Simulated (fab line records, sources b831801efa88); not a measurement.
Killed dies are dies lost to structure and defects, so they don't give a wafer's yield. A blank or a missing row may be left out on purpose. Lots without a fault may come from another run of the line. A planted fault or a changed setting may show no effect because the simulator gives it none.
A struck lot beside a sound one | flow sky130 | 16 steps out of a route of 708
Sound: wafers L575.1, L575.2, L575.3. Struck: wafers L568.1, L568.3, L568.5. The cause comes at the end.
At each step with rows: each side's tool, then ch and its chambers, then its first start. Under that, the readings that differ: sound wafers | struck wafers | difference of the means | sigmas: that difference in standard deviations of wafers without a fault.
alike: readings whose means differ by less than 2 such deviations, and words and numbers that are the same on both sides. not compared: withheld readings, readings that some wafer has no value for, bounds like >300 that may hide the same value, and numbers for which the record gives no deviation and whose values overlap.
The two part at a step that has a row with sigmas, a row that says differs or no value, or rows on one side only. Numbers that don't overlap but have no deviation are shown without sigmas and don't part them. A reading that every wafer of one side lacks parts them only if that side has two wafers or more.

SKY_VT_ADJUST_HVTP_OVL_MEAS_08:
  sound on overlay-01, day 10 04:10; struck on overlay-01, day 8 05:26
  alike: VT_ADJUST_HVTP_OVL
then, 1 step without rows for these wafers: SKY_VT_ADJUST_HVTP_IMPLANT_09.
SKY_VT_ADJUST_HVTP_STRIP_10: strips in O2/N2.
  sound on plasma_asher-01 ch 0,1, day 10 04:21; struck on plasma_asher-04 ch 0,1, day 8 05:38
  reading                      | sound             | struck            | difference | sigmas
  strip_time_to_endpoint_s (s) | 14.11 14.13 14.09 | 14.20 14.20 14.21 | +0.09      | +2
  alike: drypump_motor_current_A, oes_product_au
  not compared: rf_hours_counter_h
SKY_VT_ADJUST_HVTP_TW_MEAS_11:
  sound on film_metro-03, day 10 04:27; struck on film_metro-04, day 8 05:44
  alike: VT_ADJUST_HVTP_TW
then, 7 steps without rows for these wafers: SKY_VT_ADJUST_LVTN_DEHYDRATE_00 (time 60 s); SKY_VT_ADJUST_LVTN_HMDS_01 (prime time 60 s); SKY_VT_ADJUST_LVTN_COAT_02 (resist thk 3000 nm); SKY_VT_ADJUST_LVTN_SOFTBAKE_03; SKY_VT_ADJUST_LVTN_EXPOSE_04 (exposes mask NWM COMPLEMENT LESS NATIVE, target cd 840 nm); SKY_VT_ADJUST_LVTN_PEB_05; SKY_VT_ADJUST_LVTN_DEVELOP_06 (develop time 60 s).
SKY_VT_ADJUST_LVTN_OVL_MEAS_07:
  sound on overlay-02, day 11 03:56; struck on overlay-02, day 9 02:20
  alike: VT_ADJUST_LVTN_OVL
SKY_VT_ADJUST_LVTN_IMPLANT_08:
  sound on implanter-01 ch 0, day 11 03:59; struck on implanter-04 ch 0, day 9 02:23
  reading            | sound                            | struck                       | difference | sigmas
  dose_ions_cm2      | 1.5706e+12 1.5703e+12 1.5694e+12 | 1.572e+11 1.56e+11 1.572e+11 | -1.413e+12 | -99 or more
  faraday_current_uA | 8.71 9.03 8.83                   | 0.86 0.90 0.90               | -7.97      | -44
SKY_VT_ADJUST_LVTN_STRIP_09: strips in O2/N2.
  sound on plasma_asher-04 ch 0,1, day 11 04:08; struck on plasma_asher-02 ch 0,1, day 9 02:32
  alike: drypump_motor_current_A, oes_product_au, strip_time_to_endpoint_s
  not compared: rf_hours_counter_h
SKY_VT_ADJUST_LVTN_TW_MEAS_10:
  sound on film_metro-01, day 11 04:14; struck on film_metro-02, day 9 02:51
  reading           | sound             | struck            | difference | sigmas
  VT_ADJUST_LVTN_TW | 242.0 242.5 242.9 | 128.4 129.8 128.2 | -113.7     | -95
  not compared: hold
then, 1 step without rows for these wafers: SKY_PAD_OPEN_PROBE_99.

WHERE THEY PART
First at SKY_VT_ADJUST_HVTP_STRIP_10; last, within this record, at SKY_VT_ADJUST_LVTN_TW_MEAS_10.

WHY: what the simulator had put in
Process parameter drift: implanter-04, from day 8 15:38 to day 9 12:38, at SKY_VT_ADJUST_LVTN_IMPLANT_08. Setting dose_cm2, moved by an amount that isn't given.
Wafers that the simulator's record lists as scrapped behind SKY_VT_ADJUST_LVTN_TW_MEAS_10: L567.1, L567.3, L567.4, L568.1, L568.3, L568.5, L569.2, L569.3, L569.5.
